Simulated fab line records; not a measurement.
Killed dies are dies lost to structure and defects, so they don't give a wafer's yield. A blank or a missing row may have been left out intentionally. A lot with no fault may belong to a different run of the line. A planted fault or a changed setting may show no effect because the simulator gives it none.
Which tool is to blame? | flow sky130 | 24 lots with 72 wafers sampled at 4 steps, on a route of 708 steps

== WHAT EACH GAUGE READ, for each wafer ==
SKY_SD_N_TW_MEAS_12. Usual: for SD_N_TW the level is 3975 and the standard deviation is 29.
lot  | measured     | on            | SD_N_TW        | flag
L074 | day 28 04:56 | film metro-01 | 3985 3953 3976 |
L075 | day 28 14:41 | film metro-01 | 3957 3968 3957 |
L076 | day 28 22:12 | film metro-04 | 3943 3967 3959 |
L077 | day 29 00:20 | film metro-01 | 3951 3943 3963 |
L078 | day 29 09:03 | film metro-03 | 4004 4018 4014 |
L079 | day 29 18:31 | film metro-04 | 3992 3966 3989 |
L080 | day 30 03:01 | film metro-04 | 3972 3942 3956 |
L081 | day 30 15:09 | film metro-01 | 3957 3954 3938 |
L082 | day 30 22:00 | film metro-01 | 3978 3944 3971 |
L083 | day 30 22:53 | film metro-01 | 3942 3971 3931 |
L084 | day 31 10:35 | film metro-04 | 3956 3983 3955 |
L085 | day 31 14:14 | film metro-01 | 3949 3958 3965 |
L086 | day 32 04:01 | film metro-04 | 3943 3940 3962 |
L087 | day 32 04:54 | film metro-01 | 3964 3980 3970 |
L088 | day 32 14:35 | film metro-03 | 4035 4035 4032 |
L089 | day 33 05:28 | film metro-04 | 3965 4009 3983 |
L090 | day 33 10:21 | film metro-03 | 4029 4053 4044 |
L091 | day 33 12:29 | film metro-04 | 3980 3995 3970 |
L092 | day 33 15:44 | film metro-04 | 3967 3998 3984 |
L093 | day 34 09:05 | film metro-03 | 4006 3989 4024 |
L094 | day 34 12:20 | film metro-03 | 4015 4012 4015 |
L095 | day 34 16:29 | film metro-01 | 3934 3934 3963 |
L096 | day 35 01:52 | film metro-04 | 3984 3975 3977 |
L097 | day 35 09:08 | film metro-01 | 3989 3959 3967 |

SKY_PASSIVATION_THK_MEAS_01. Usual: for PASSIVATION_CVD_00_THK the level is 89.7 nm and the standard deviation is 1.1.
lot  | measured     | on            | PASSIVATION_CVD_00_THK (nm) | flag
L074 | day 44 02:41 | film metro-03 | 87.5 88.9 88.1              |
L075 | day 44 11:50 | film metro-04 | 89.6 90.2 90.0              |
L076 | day 44 14:52 | film metro-01 | 90.8 90.8 90.9              |
L077 | day 44 16:46 | film metro-03 | 88.7 90.3 89.7              |
L078 | day 44 23:21 | film metro-03 | 89.0 89.7 91.5              |
L079 | day 45 06:08 | film metro-01 | 88.7 91.5 90.7              |
L080 | day 45 14:14 | film metro-03 | 89.2 89.8 90.3              |
L081 | day 46 00:37 | film metro-04 | 89.4 90.2 90.8              |
L082 | day 46 04:49 | film metro-04 | 88.5 89.9 88.9              |
L083 | day 46 06:43 | film metro-04 | 89.5 91.3 92.0              |
L084 | day 46 14:13 | film metro-03 | 88.6 89.3 88.4              |
L085 | day 46 16:07 | film metro-04 | 88.4 87.6 89.5              |
L086 | day 47 04:07 | film metro-03 | 88.1 90.0 90.0              |
L087 | day 47 06:03 | film metro-03 | 88.5 90.9 90.5              |
L088 | day 47 09:43 | film metro-04 | 89.2 88.4 88.5              |
L089 | day 47 20:14 | film metro-03 | 91.6 90.2 90.1              |
L090 | day 48 02:14 | film metro-01 | 90.0 91.3 91.1              |
L091 | day 48 04:40 | film metro-03 | 89.3 89.1 87.8              |
L092 | day 48 06:19 | film metro-03 | 90.9 90.4 91.8              |
L093 | day 48 17:47 | film metro-01 | 89.9 88.0 90.5              |
L094 | day 48 22:43 | film metro-03 | 88.6 89.1 90.5              |
L095 | day 49 00:46 | film metro-03 | 89.8 88.1 90.7              |
L096 | day 49 05:44 | film metro-03 | 88.5 90.2 90.5              |
L097 | day 49 08:01 | film metro-03 | 89.1 87.5 90.6              |

== EACH LOT AND THE TOOL THAT RAN IT (in order: tool; ch and the chambers of the sampled wafers; start) ==
lot  | SKY_RES_XHIGH_STRIP_08               | SKY_METAL5_SPUTTER_03
L074 | plasma asher-01 ch 0,1, day 26 23:41 | pvd sputter-03, day 43 03:13
L075 | plasma asher-04 ch 0,1, day 27 09:20 | pvd sputter-02, day 43 12:11
L076 | plasma asher-04 ch 0,1, day 27 16:49 | pvd sputter-01, day 43 15:29
L077 | plasma asher-02 ch 0,1, day 27 19:34 | pvd sputter-01, day 43 17:31
L078 | plasma asher-04 ch 0, day 28 03:52   | pvd sputter-02, day 43 23:56
L079 | plasma asher-02 ch 0,1, day 28 14:10 | pvd sputter-01, day 44 08:13
L080 | plasma asher-02 ch 0,1, day 28 22:37 | pvd sputter-02, day 44 15:44
L081 | plasma asher-02 ch 0,1, day 29 10:47 | pvd sputter-01, day 45 02:16
L082 | plasma asher-02 ch 0,1, day 29 17:49 | pvd sputter-01, day 45 06:25
L083 | plasma asher-02 ch 0,1, day 29 19:22 | pvd sputter-01, day 45 08:55
L084 | plasma asher-01 ch 0,1, day 30 06:29 | pvd sputter-02, day 45 16:25
L085 | plasma asher-02 ch 0,1, day 30 10:35 | pvd sputter-01, day 45 18:04
L086 | plasma asher-01 ch 0,1, day 31 00:04 | pvd sputter-01, day 46 07:19
L087 | plasma asher-02 ch 0,1, day 31 00:56 | pvd sputter-03, day 46 08:31
L088 | plasma asher-04 ch 0,1, day 31 10:11 | pvd sputter-01, day 46 13:04
L089 | plasma asher-02 ch 0,1, day 32 03:01 | pvd sputter-03, day 46 23:55
L090 | plasma asher-02 ch 0,1, day 32 07:07 | pvd sputter-02, day 47 05:52
L091 | plasma asher-02 ch 0,1, day 32 08:34 | pvd sputter-03, day 47 08:31
L092 | plasma asher-01 ch 0,1, day 32 12:37 | pvd sputter-01, day 47 09:27
L093 | plasma asher-02 ch 0,1, day 33 06:35 | pvd sputter-01, day 47 21:29
L094 | plasma asher-02 ch 0,1, day 33 09:20 | pvd sputter-01, day 48 03:28
L095 | plasma asher-04 ch 0,1, day 33 13:20 | pvd sputter-03, day 48 05:43
L096 | plasma asher-04 ch 0,1, day 33 23:46 | pvd sputter-01, day 48 11:26
L097 | plasma asher-01 ch 0,1, day 34 06:26 | pvd sputter-02, day 48 13:46
- SKY_RES_XHIGH_STRIP_08: strips in O2/N2.
- SKY_METAL5_SPUTTER_03: material Ti, target thk 5 nm, time 3.3 s.

== AS READ BY THE TOOLS THEMSELVES (means over the sampled wafers that have a number; for cases with no such wafer, the mark the record gives instead) ==
SKY_RES_XHIGH_STRIP_08. Usual: drypump motor current A 5.64 A, standard deviation 0.23; oes product au 0.712 a.u., standard deviation 0.0047; strip time to endpoint s 14.28 s, standard deviation 0.034.
lot  | tool            | drypump motor current A (A) | oes product au (a.u.) | strip time to endpoint s (s) | flag
L074 | plasma asher-01 | 5.63                        | 0.715                 | 14.33                        |
L075 | plasma asher-04 | 5.75                        | 0.711                 | 14.28                        |
L076 | plasma asher-04 | 5.81                        | 0.712                 | 14.32                        |
L077 | plasma asher-02 | 5.48                        | 0.711                 | 14.30                        |
L078 | plasma asher-04 | 5.70                        | 0.709                 | 14.29                        |
L079 | plasma asher-02 | 5.62                        | 0.713                 | 14.22                        |
L080 | plasma asher-02 | 5.47                        | 0.712                 | 14.28                        |
L081 | plasma asher-02 | 5.62                        | 0.714                 | 14.23                        |
L082 | plasma asher-02 | 5.63                        | 0.711                 | 14.26                        |
L083 | plasma asher-02 | 5.49                        | 0.713                 | 14.31                        |
L084 | plasma asher-01 | 5.81                        | 0.712                 | 14.31                        |
L085 | plasma asher-02 | 5.61                        | 0.713                 | 14.29                        |
L086 | plasma asher-01 | 5.61                        | 0.715                 | 14.29                        |
L087 | plasma asher-02 | 5.47                        | 0.708                 | 14.27                        |
L088 | plasma asher-04 | 5.74                        | 0.708                 | 14.28                        |
L089 | plasma asher-02 | 5.48                        | 0.713                 | 14.28                        |
L090 | plasma asher-02 | 5.61                        | 0.713                 | 14.28                        |
L091 | plasma asher-02 | 5.48                        | 0.708                 | 14.24                        |
L092 | plasma asher-01 | 5.82                        | 0.712                 | 14.24                        |
L093 | plasma asher-02 | 5.62                        | 0.715                 | 14.26                        |
L094 | plasma asher-02 | 5.62                        | 0.709                 | 14.28                        |
L095 | plasma asher-04 | 5.80                        | 0.707                 | 14.30                        |
L096 | plasma asher-04 | 5.78                        | 0.710                 | 14.21                        |
L097 | plasma asher-01 | 5.61                        | 0.711                 | 14.27                        |

SKY_METAL5_SPUTTER_03. Usual: throttle valve pct 29.7 %, standard deviation 0.7.
lot  | tool           | throttle valve pct (%) | flag
L074 | pvd sputter-03 | 28.7                   |
L075 | pvd sputter-02 | 30.1                   |
L076 | pvd sputter-01 | 29.7                   |
L077 | pvd sputter-01 | 29.4                   |
L078 | pvd sputter-02 | 30.5                   |
L079 | pvd sputter-01 | 29.6                   |
L080 | pvd sputter-02 | 30.2                   |
L081 | pvd sputter-01 | 29.5                   |
L082 | pvd sputter-01 | 29.7                   |
L083 | pvd sputter-01 | 29.5                   |
L084 | pvd sputter-02 | 30.0                   |
L085 | pvd sputter-01 | 29.3                   |
L086 | pvd sputter-01 | 29.7                   |
L087 | pvd sputter-03 | 29.3                   |
L088 | pvd sputter-01 | 29.5                   |
L089 | pvd sputter-03 | 29.3                   |
L090 | pvd sputter-02 | 29.9                   |
L091 | pvd sputter-03 | 29.7                   |
L092 | pvd sputter-01 | 30.0                   |
L093 | pvd sputter-01 | 29.7                   |
L094 | pvd sputter-01 | 29.4                   |
L095 | pvd sputter-03 | 29.8                   |
L096 | pvd sputter-01 | 29.8                   |
L097 | pvd sputter-02 | 30.3                   |

== THE ANSWER, worked out from the rows above alone ==
Rule: take the mean of a lot's wafers that have a number; if it is more than 3 standard deviations from the usual mean, the lot is off. Also off: a lot with no number at a reading for which 4 or more lots have one. Where the step has rows for the other lots, those lots are counted as sound. The gauges are gone through in route order, then the tools' own readings, and for those a lot's mean is taken as printed above. The first step at which some lot is off is used, and at that step the reading that is off furthest; a lot without a number counts as furthest.
None of the lots is off at any reading shown; this tells nothing.

== WHAT WAS PUT IN BY THE SIMULATOR ==
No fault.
